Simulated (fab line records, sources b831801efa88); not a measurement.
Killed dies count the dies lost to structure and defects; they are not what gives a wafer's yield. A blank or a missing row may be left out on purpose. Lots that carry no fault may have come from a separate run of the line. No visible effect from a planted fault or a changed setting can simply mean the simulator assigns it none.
Which tool was responsible? + flow sky130 + 24 lots, 72 wafers sampled, at 6 steps of a route of 708

## WHAT THE GAUGES READ, wafer by wafer
SKY_SONOS_ONO_THK_MEAS_03.
| lot  | measured     | on            | SONOS_ONO_CVD_02_THK (nm) |
|------|--------------|---------------|---------------------------|
| L074 | day 11 12:46 | film_metro-04 | 10.42 10.42 10.54         |
| L075 | day 11 19:53 | film_metro-04 | 10.53 10.41 10.49         |
| L076 | day 12 02:10 | film_metro-01 | 10.63 10.46 10.55         |
| L077 | day 12 06:59 | film_metro-04 | 10.40 10.38 10.27         |
| L078 | day 12 18:22 | film_metro-03 | 10.25 10.21 10.17         |
| L079 | day 13 04:53 | film_metro-03 | 10.37 10.44 10.44         |
| L081 | day 14 07:42 | film_metro-03 | 10.62 10.59 10.72         |
| L082 | day 14 07:43 | film_metro-04 | 10.60 10.50 10.54         |
| L080 | day 14 07:43 | film_metro-01 | 10.61 10.58 10.48         |
| L083 | day 14 12:34 | film_metro-03 | 10.44 10.46 10.56         |
| L084 | day 14 18:50 | film_metro-03 | 10.43 10.47 10.42         |
| L085 | day 15 05:14 | film_metro-04 | 10.55 10.58 10.62         |
| L086 | day 15 14:06 | film_metro-04 | 10.55 10.72 10.57         |
| L087 | day 15 20:07 | film_metro-01 | 10.41 10.41 10.34         |
| L088 | day 16 05:45 | film_metro-01 | 10.41 10.37 10.37         |
| L089 | day 16 14:32 | film_metro-01 | 10.15 10.27 10.21         |
| L090 | day 16 21:16 | film_metro-04 | 10.35 10.28 10.27         |
| L091 | day 17 04:01 | film_metro-01 | 10.64 10.51 10.50         |
| L092 | day 17 14:17 | film_metro-01 | 10.42 10.50 10.38         |
| L093 | day 18 01:02 | film_metro-01 | 10.34 10.40 10.31         |
| L094 | day 18 07:19 | film_metro-03 | 10.43 10.42 10.54         |
| L095 | day 18 15:01 | film_metro-04 | 10.17 10.23 10.28         |
| L096 | day 18 19:43 | film_metro-04 | 10.24 10.35 10.25         |
| L097 | day 18 23:04 | film_metro-04 | 10.56 10.55 10.63         |

SKY_CONTACT_THK_MEAS_26: measures by xrf.
| lot  | measured     | on            | CONTACT_W_THK (nm) |
|------|--------------|---------------|--------------------|
| L074 | day 31 06:54 | film_metro-01 | 354 350 346        |
| L075 | day 31 16:01 | film_metro-01 | 341 341 338        |
| L076 | day 31 22:20 | film_metro-03 | 357 352 349        |
| L077 | day 32 06:59 | film_metro-01 | 343 345 344        |
| L078 | day 32 16:25 | film_metro-03 | 356 356 350        |
| L079 | day 33 09:23 | film_metro-04 | 345 345 344        |
| L081 | day 34 14:16 | film_metro-01 | 344 341 341        |
| L082 | day 34 08:53 | film_metro-03 | 340 346 343        |
| L080 | day 34 11:32 | film_metro-01 | 341 340 342        |
| L083 | day 34 17:13 | film_metro-04 | 344 346 347        |
| L084 | day 35 02:45 | film_metro-03 | 339 340 348        |
| L085 | day 35 09:38 | film_metro-03 | 350 350 349        |
| L086 | day 35 18:46 | film_metro-03 | 344 348 342        |
| L087 | day 35 20:01 | film_metro-03 | 346 346 345        |
| L088 | day 36 09:13 | film_metro-04 | 357 361 355        |
| L089 | day 36 16:55 | film_metro-01 | 353 354 352        |
| L090 | day 36 20:09 | film_metro-01 | 345 345 348        |
| L091 | day 37 03:52 | film_metro-04 | 351 351 351        |
| L092 | day 37 15:36 | film_metro-03 | 346 349 358        |
| L093 | day 37 23:19 | film_metro-03 | 350 353 350        |
| L094 | day 38 08:14 | film_metro-04 | 343 345 347        |
| L095 | day 38 11:54 | film_metro-03 | 346 353 353        |
| L096 | day 38 12:39 | film_metro-04 | 356 353 348        |
| L097 | day 38 15:50 | film_metro-04 | 352 351 350        |

SKY_VIA1_RS_MEAS_22: uses a four-point probe to measure.
| lot  | measured     | on            | VIA1_W_RS (ohm/sq) |
|------|--------------|---------------|--------------------|
| L074 | day 33 16:03 | film_metro-04 | 0.409 0.415 0.411  |
| L075 | day 34 01:38 | film_metro-04 | 0.427 0.428 0.431  |
| L076 | day 34 07:41 | film_metro-04 | 0.431 0.427 0.430  |
| L077 | day 34 15:28 | film_metro-02 | 0.432 0.426 0.430  |
| L078 | day 35 01:06 | film_metro-04 | 0.432 0.431 0.429  |
| L079 | day 35 17:52 | film_metro-01 | 0.428 0.432 0.434  |
| L081 | day 36 22:52 | film_metro-04 | 0.429 0.432 0.430  |
| L082 | day 36 19:02 | film_metro-04 | 0.435 0.430 0.437  |
| L080 | day 36 19:01 | film_metro-02 | 0.421 0.420 0.425  |
| L083 | day 37 01:38 | film_metro-04 | 0.430 0.427 0.435  |
| L084 | day 37 08:29 | film_metro-04 | 0.413 0.422 0.423  |
| L085 | day 37 16:17 | film_metro-02 | 0.433 0.430 0.430  |
| L086 | day 38 01:02 | film_metro-02 | 0.427 0.426 0.431  |
| L087 | day 38 02:34 | film_metro-02 | 0.415 0.429 0.412  |
| L088 | day 38 14:56 | film_metro-01 | 0.437 0.435 0.417  |
| L089 | day 38 23:28 | film_metro-02 | 0.416 0.425 0.430  |
| L090 | day 39 01:21 | film_metro-04 | 0.412 0.427 0.426  |
| L091 | day 39 10:40 | film_metro-02 | 0.425 0.424 0.429  |
| L092 | day 39 21:11 | film_metro-02 | 0.429 0.428 0.425  |
| L093 | day 40 03:44 | film_metro-04 | 0.429 0.423 0.421  |
| L094 | day 40 12:43 | film_metro-04 | 0.433 0.428 0.428  |
| L095 | day 40 15:58 | film_metro-02 | 0.430 0.424 0.428  |
| L096 | day 40 17:07 | film_metro-02 | 0.432 0.433 0.425  |
| L097 | day 40 19:41 | film_metro-01 | 0.427 0.430 0.430  |

## TOOL THAT RAN EACH LOT (tool first, then ch and the chambers of the sampled wafers, then the start)
| lot  | SKY_METAL1_SPUTTER_04        | SKY_METAL1_DESCUM_17              | SKY_VIA1_SPUTTER_20          |
|------|------------------------------|-----------------------------------|------------------------------|
| L074 | pvd_sputter-04, day 31 07:21 | rie_metal-01 ch 1, day 32 10:56   | pvd_sputter-03, day 33 15:54 |
| L075 | pvd_sputter-01, day 31 16:28 | rie_metal-01 ch 0,1, day 32 20:08 | pvd_sputter-04, day 34 01:29 |
| L076 | pvd_sputter-01, day 31 22:46 | rie_metal-01 ch 0,1, day 33 02:17 | pvd_sputter-03, day 34 07:28 |
| L077 | pvd_sputter-02, day 32 07:25 | rie_metal-03 ch 0,1, day 33 10:23 | pvd_sputter-04, day 34 15:15 |
| L078 | pvd_sputter-02, day 32 17:15 | rie_metal-02 ch 0,1, day 33 20:09 | pvd_sputter-03, day 35 00:55 |
| L079 | pvd_sputter-02, day 33 09:50 | rie_metal-02 ch 0,1, day 34 12:37 | pvd_sputter-04, day 35 17:39 |
| L081 | pvd_sputter-02, day 34 15:02 | rie_metal-02 ch 1, day 35 18:20   | pvd_sputter-04, day 36 22:37 |
| L082 | pvd_sputter-02, day 34 09:20 | rie_metal-03 ch 0,1, day 35 14:32 | pvd_sputter-03, day 36 18:46 |
| L080 | pvd_sputter-04, day 34 11:58 | rie_metal-01 ch 0,1, day 35 14:53 | pvd_sputter-01, day 36 18:50 |
| L083 | pvd_sputter-04, day 34 17:39 | rie_metal-01 ch 0,1, day 35 20:23 | pvd_sputter-01, day 37 01:22 |
| L084 | pvd_sputter-04, day 35 03:12 | rie_metal-02 ch 1, day 36 05:04   | pvd_sputter-04, day 37 08:20 |
| L085 | pvd_sputter-02, day 35 10:05 | rie_metal-03 ch 0,1, day 36 12:23 | pvd_sputter-03, day 37 16:08 |
| L086 | pvd_sputter-02, day 35 19:12 | rie_metal-01 ch 0,1, day 36 21:02 | pvd_sputter-04, day 38 00:52 |
| L087 | pvd_sputter-04, day 35 20:26 | rie_metal-02 ch 0,1, day 36 22:13 | pvd_sputter-01, day 38 02:22 |
| L088 | pvd_sputter-02, day 36 09:38 | rie_metal-03 ch 0,1, day 37 11:33 | pvd_sputter-03, day 38 14:43 |
| L089 | pvd_sputter-04, day 36 17:21 | rie_metal-03 ch 1, day 37 19:02   | pvd_sputter-04, day 38 23:10 |
| L090 | pvd_sputter-01, day 36 20:36 | rie_metal-01 ch 0,1, day 37 21:44 | pvd_sputter-04, day 39 01:11 |
| L091 | pvd_sputter-01, day 37 04:17 | rie_metal-01 ch 0,1, day 38 06:18 | pvd_sputter-03, day 39 10:29 |
| L092 | pvd_sputter-01, day 37 16:02 | rie_metal-02 ch 1, day 38 17:53   | pvd_sputter-04, day 39 21:01 |
| L093 | pvd_sputter-02, day 37 23:46 | rie_metal-02 ch 1, day 39 01:14   | pvd_sputter-04, day 40 03:34 |
| L094 | pvd_sputter-04, day 38 08:41 | rie_metal-03 ch 0,1, day 39 10:34 | pvd_sputter-03, day 40 12:34 |
| L095 | pvd_sputter-02, day 38 12:21 | rie_metal-01 ch 1, day 39 13:43   | pvd_sputter-03, day 40 15:49 |
| L096 | pvd_sputter-02, day 38 13:05 | rie_metal-02 ch 0,1, day 39 15:02 | pvd_sputter-01, day 40 16:56 |
| L097 | pvd_sputter-01, day 38 16:17 | rie_metal-03 ch 1, day 39 17:20   | pvd_sputter-03, day 40 19:32 |
- SKY_METAL1_SPUTTER_04: material TiN, target thk 70 nm, time 58.3 s.
- SKY_METAL1_DESCUM_17: chemistry O2, time 8 s.
- SKY_VIA1_SPUTTER_20: material TiN, target thk 20 nm, time 80 s.

## WHAT THE TOOLS THEMSELVES READ (means of the sampled wafers that have a number; where no wafer has one, the mark that the record gives instead)
SKY_METAL1_SPUTTER_04.
| lot  | tool           | throttle_valve_pct (%) |
|------|----------------|------------------------|
| L074 | pvd_sputter-04 | 30.3                   |
| L075 | pvd_sputter-01 | 31.0                   |
| L076 | pvd_sputter-01 | 31.0                   |
| L077 | pvd_sputter-02 | 29.2                   |
| L078 | pvd_sputter-02 | 29.0                   |
| L079 | pvd_sputter-02 | 29.3                   |
| L081 | pvd_sputter-02 | 29.7                   |
| L082 | pvd_sputter-02 | 29.1                   |
| L080 | pvd_sputter-04 | 29.9                   |
| L083 | pvd_sputter-04 | 29.8                   |
| L084 | pvd_sputter-04 | 29.9                   |
| L085 | pvd_sputter-02 | 29.2                   |
| L086 | pvd_sputter-02 | 29.2                   |
| L087 | pvd_sputter-04 | 29.9                   |
| L088 | pvd_sputter-02 | 29.7                   |
| L089 | pvd_sputter-04 | 30.0                   |
| L090 | pvd_sputter-01 | 29.7                   |
| L091 | pvd_sputter-01 | 31.2                   |
| L092 | pvd_sputter-01 | 32.0                   |
| L093 | pvd_sputter-02 | 30.0                   |
| L094 | pvd_sputter-04 | 30.3                   |
| L095 | pvd_sputter-02 | 29.2                   |
| L096 | pvd_sputter-02 | 28.4                   |
| L097 | pvd_sputter-01 | 30.4                   |

SKY_METAL1_DESCUM_17.
| lot  | tool         | drypump_motor_current_A (A) | oes_product_au (a.u.) | temp_c (C) |
|------|--------------|-----------------------------|-----------------------|------------|
| L074 | rie_metal-01 | 4.9                         | 0.990                 | 40.14      |
| L075 | rie_metal-01 | 5.5                         | 1.000                 | 40.07      |
| L076 | rie_metal-01 | 5.2                         | 0.995                 | 40.10      |
| L077 | rie_metal-03 | 5.6                         | 1.011                 | 39.95      |
| L078 | rie_metal-02 | 6.1                         | 1.004                 | 40.05      |
| L079 | rie_metal-02 | 6.1                         | 1.007                 | 40.04      |
| L081 | rie_metal-02 | 6.1                         | 1.001                 | 39.99      |
| L082 | rie_metal-03 | 5.6                         | 1.004                 | 39.97      |
| L080 | rie_metal-01 | 5.5                         | 0.996                 | 39.98      |
| L083 | rie_metal-01 | 5.5                         | 1.001                 | 39.99      |
| L084 | rie_metal-02 | 6.1                         | 1.014                 | 39.97      |
| L085 | rie_metal-03 | 5.7                         | 1.001                 | 39.88      |
| L086 | rie_metal-01 | 5.2                         | 0.994                 | 39.97      |
| L087 | rie_metal-02 | 6.1                         | 0.990                 | 39.98      |
| L088 | rie_metal-03 | 5.6                         | 1.001                 | 40.03      |
| L089 | rie_metal-03 | 5.3                         | 1.000                 | 40.04      |
| L090 | rie_metal-01 | 5.5                         | 0.999                 | 40.07      |
| L091 | rie_metal-01 | 5.2                         | 0.993                 | 40.09      |
| L092 | rie_metal-02 | 6.1                         | 1.001                 | 39.98      |
| L093 | rie_metal-02 | 6.1                         | 1.005                 | 40.10      |
| L094 | rie_metal-03 | 5.6                         | 0.997                 | 40.01      |
| L095 | rie_metal-01 | 4.9                         | 1.004                 | 39.95      |
| L096 | rie_metal-02 | 6.1                         | 0.995                 | 40.02      |
| L097 | rie_metal-03 | 5.4                         | 0.996                 | 39.88      |

SKY_VIA1_SPUTTER_20.
| lot  | tool           | throttle_valve_pct (%) |
|------|----------------|------------------------|
| L074 | pvd_sputter-03 | 30.4                   |
| L075 | pvd_sputter-04 | 30.2                   |
| L076 | pvd_sputter-03 | 30.6                   |
| L077 | pvd_sputter-04 | 30.0                   |
| L078 | pvd_sputter-03 | 29.6                   |
| L079 | pvd_sputter-04 | 30.3                   |
| L081 | pvd_sputter-04 | 30.2                   |
| L082 | pvd_sputter-03 | 29.5                   |
| L080 | pvd_sputter-01 | 31.2                   |
| L083 | pvd_sputter-01 | 30.9                   |
| L084 | pvd_sputter-04 | 30.0                   |
| L085 | pvd_sputter-03 | 30.7                   |
| L086 | pvd_sputter-04 | 30.0                   |
| L087 | pvd_sputter-01 | 30.2                   |
| L088 | pvd_sputter-03 | 29.7                   |
| L089 | pvd_sputter-04 | 29.7                   |
| L090 | pvd_sputter-04 | 30.3                   |
| L091 | pvd_sputter-03 | 30.6                   |
| L092 | pvd_sputter-04 | 29.3                   |
| L093 | pvd_sputter-04 | 30.2                   |
| L094 | pvd_sputter-03 | 30.5                   |
| L095 | pvd_sputter-03 | 29.7                   |
| L096 | pvd_sputter-01 | 30.5                   |
| L097 | pvd_sputter-03 | 30.5                   |

## THE ANSWER, worked out from the rows above alone
Rule: what is usual is taken from the lots themselves. Put in order of their means at a reading, lots are off if they are a third of the lots or fewer, leave a main group of 4 or more, and stand apart from it by a gap of 3 or more times the standard deviation of the main group's means; of several such gaps the widest counts. A main group is skipped when, at the precision printed for the reading in the tables above, its means are all equal. A lot without any number at a reading at which 4 lots or more have one is off too. All remaining lots with rows at the step are treated as sound. First the gauges in route order, then the tools' own readings, where a lot's mean is used as printed above. The first step at which some lot is off is used, and at that step the reading that is off furthest; a lot without a number counts as furthest.
Across all readings shown, no lot is off: no conclusion can be drawn from this.

## WHAT THE SIMULATOR PUT IN
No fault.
